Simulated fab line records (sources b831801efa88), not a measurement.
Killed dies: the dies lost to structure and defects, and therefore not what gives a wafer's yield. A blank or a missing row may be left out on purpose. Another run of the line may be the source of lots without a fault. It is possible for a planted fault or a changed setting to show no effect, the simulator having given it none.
A struck lot beside a sound one / flow sky130 / 15 out of 708 route steps
Sound: wafers L316.2, L316.4, L316.5. Struck: wafer L326.4 (L326.1, L326.3, from the same lot, were not struck and are left out); the cause is given at the end.
Order at every step that has rows: each side's tool, ch and its chambers, its first start. Under that, the readings that differ: sound wafers / struck wafers / difference of the means / sigmas: that difference in standard deviations of wafers without a fault.
alike: readings with means less than 2 such deviations apart, plus words and numbers identical on both sides. not compared: withheld readings, readings lacking a value on some wafer, bounds such as >300 that could conceal the same value, and numbers that have no deviation in the record and whose values overlap.
The two part at a step that has a row with sigmas, a row that says differs or no value, or rows on one side only. Numbers that have no deviation but don't overlap get no sigmas and don't part them. Lack of a reading on every wafer of one side parts them only where that side has two or more wafers.

SKY_VIA3_OVL_MEAS_13:
  sound on overlay-02, day 41 07:37; struck on overlay-01, day 44 04:20
  alike: VIA3_OVL
SKY_VIA3_ETCH_14: etches BARC in N2/H2, stops on SiO2, time 45.9 s, target depth 60 nm.
  sound on rie-diel-02 ch 0,2, day 41 07:39; struck on rie-diel-02 ch 0, day 44 04:23
  alike: drypump-motor-current-A, oes-product-au, throttle-valve-pct
  not compared: rf-hours-counter-h
then, 1 step without rows for these wafers: SKY_VIA3_ETCH_15 (etches SiO2 in C4F8/O2/Ar, stops on TiN, target depth 507 nm, time 78 s).
SKY_VIA3_STRIP_16: strips in O2/N2.
  sound on plasma-asher-04 ch 0,1, day 41 07:45; struck on plasma-asher-04 ch 0, day 44 04:29
  alike: drypump-motor-current-A, oes-product-au, strip-time-to-endpoint-s
  not compared: rf-hours-counter-h
then, 3 steps without rows for these wafers: SKY_VIA3_STRIP_17 (strips in post etch residue remover, time 1200 s); SKY_VIA3_CLEAN_18 (cleans in IPA, time 180 s); SKY_VIA3_CLEAN_19 (cleans in O3/DIW).
SKY_VIA3_SPUTTER_20: material TiN, target thk 20 nm, time 80 s.
  sound on pvd-sputter-02, day 41 08:20; struck on pvd-sputter-02, day 44 05:04
  alike: throttle-valve-pct
then, 1 step without rows for these wafers: SKY_VIA3_CVD_21 (deposits W, target thk 390 nm, time 117.31 s).
SKY_VIA3_RS_MEAS_22: uses a four-point probe to measure.
  sound on film-metro-02, day 41 08:40; struck on film-metro-01, day 44 05:15
  alike: VIA3_W_RS
SKY_VIA3_THK_MEAS_23: measures by xrf.
  sound on film-metro-02, day 41 08:47; struck on film-metro-01, day 44 05:22
  alike: VIA3_W_THK
SKY_VIA3_CMP_24: polishes, stops on SiO2, t overpolish 20 s, target thk 0 nm.
  sound on cmp-01 ch 1,2, day 41 08:53; struck on cmp-02 ch 1, day 44 05:29
reading=motor-current-A (A); sound=11.0 11.4 11.3; struck=8.6; difference=-2.6; sigmas=-2
  alike: overpolish-run-s, slurry-flow-ml-min, time-to-endpoint-s
SKY_METAL4_SPUTTER_00: material Ti, target thk 15 nm, time 10 s.
  sound on pvd-sputter-03, day 41 09:08; struck on pvd-sputter-03, day 44 05:44
reading=model.Ti_of_METAL4_SPUTTER_00.thk-nm (nm); sound=14.52 14.95 15.39; struck=16.28; difference=+1.33; sigmas=
  alike: throttle-valve-pct
SKY_METAL4_SPUTTER_01: material TiN, target thk 20 nm, time 16.7 s.
  sound on pvd-sputter-03, day 41 09:09; struck on pvd-sputter-03, day 44 05:46
  alike: throttle-valve-pct
following that, these wafers have no rows for 1 step: SKY_PAD_OPEN_PROBE_99.

== WHERE THEY PART ==
SKY_VIA3_CMP_24 only, going by this record. Later steps at which nothing parts them and some readings are alike: SKY_METAL4_SPUTTER_00, SKY_METAL4_SPUTTER_01.

WHY: what the simulator had put in
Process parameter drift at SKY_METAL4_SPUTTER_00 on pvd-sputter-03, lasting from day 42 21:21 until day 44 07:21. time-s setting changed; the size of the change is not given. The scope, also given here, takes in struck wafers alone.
